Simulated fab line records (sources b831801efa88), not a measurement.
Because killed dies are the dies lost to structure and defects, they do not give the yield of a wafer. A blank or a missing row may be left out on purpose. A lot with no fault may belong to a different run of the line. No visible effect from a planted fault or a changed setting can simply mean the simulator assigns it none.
Split-lot trial -- flow sky130 -- 23 wafers read from 5 lots, route of 708 steps

== ON THE SPLIT ==
At SKY_LDD_N_IMPLANT_14, the setting energy-kev was moved away from the recipe's 50 on 4 of the 23 wafers read, by -5.7% to -2.5%. This setting was run at the recipe's value on the other wafers.

The split's own step is where the reading is taken.

== THE READING ==
implant.drp-nm (the simulator's own value, which no gauge read), in nm, at SKY_LDD_N_IMPLANT_14. The file gives no usual value for it.

wafer,"tool, chamber at the split",energy-kev as run,against the recipe,"implant.drp-nm, nm",against lot-mates on the recipe
L074.2,"implanter-02, 0",50,recipe,18.83,-
L074.3,"implanter-02, 0",50,recipe,18.83,-
L074.4,"implanter-02, 0",50,recipe,18.83,-
L074.5,"implanter-02, 0",50,recipe,18.83,-
L074.6,"implanter-02, 0",50,recipe,18.83,-
L078.1,"implanter-03, 0",50,recipe,18.83,-
L078.3,"implanter-03, 0",50,recipe,18.83,-
L078.4,"implanter-03, 0",50,recipe,18.83,-
L080.1,"implanter-03, 0",50,recipe,18.83,-
L080.4,"implanter-03, 0",50,recipe,18.83,-
L080.5,"implanter-03, 0",50,recipe,18.83,-
L080.3,"implanter-03, 0",48.75,-2.5%,18.49,-0.34
L080.6,"implanter-03, 0",48.75,-2.5%,18.49,-0.34
L082.1,"implanter-02, 0",47.17,-5.7%,18.05,-0.78
L082.2,"implanter-02, 0",47.17,-5.7%,18.05,-0.78
L082.3,"implanter-02, 0",50,recipe,18.83,-
L082.4,"implanter-02, 0",50,recipe,18.83,-
L082.6,"implanter-02, 0",50,recipe,18.83,-
L083.1,"implanter-03, 0",50,recipe,18.83,-
L083.2,"implanter-03, 0",50,recipe,18.83,-
L083.3,"implanter-03, 0",50,recipe,18.83,-
L083.4,"implanter-03, 0",50,recipe,18.83,-
L083.6,"implanter-03, 0",50,recipe,18.83,-

THE FIT
A straight line over all 23 wafers: implant.drp-nm changes by +0.138 nm for each +1% of energy-kev; r = +1.00; the points scatter about the line by 0.0013 nm.
The same after taking each lot's own level away (the mean of its wafers on the recipe; 23 wafers): +0.138 nm for each +1%; r = +1.00; scatter 0.0013 nm.
That fit puts the effect of the largest move of energy-kev on the reading at 0.78 nm.
The lots' own levels span 18.830 to 18.830 nm.
The two slopes are in agreement: the lot-to-lot level therefore moves the slope only a little.
Check: for one of the wafers moved furthest among these (-5.7%), held out of the fit, the line's prediction against its lot-mates is -0.777 nm. It came out at -0.78 nm against them.

== OTHER SPLITS APPLIED TO THESE WAFERS ==
Note: prior to the reading, these wafers also went through further splits. Each is held against what the fit with the lots' levels taken away leaves over:
other split on the same wafers,wafers away from the commonest value,r with implant.drp-nm (lot level and that fit taken away)
SKY_SONOS_ONO_DEVELOP_12 dev-temp-c,6,+0.28
SKY_POLY_GATE_COAT_07 spin-rpm,5,+0.33
SKY_POLY_GATE_ETCH_16 time-s,5,+0.21

== THE WHOLE CHAIN: every reading that the file lists as answering this split, in the file's order ==
step,what it does,reading,change (the file's fit),r (the file's)
SKY_LDD_N_IMPLANT_14,,"implant.rp-nm (the simulator's own value, which no gauge read)",+0.321 nm for each +1% of the setting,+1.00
SKY_LDD_N_IMPLANT_14,,"implant.drp-nm (the simulator's own value, which no gauge read)",+0.138 nm for each +1% of the setting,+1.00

== FILE'S OWN FIT ==
implant.drp-nm changes by +0.138 nm for each +1% of energy-kev, r = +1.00.
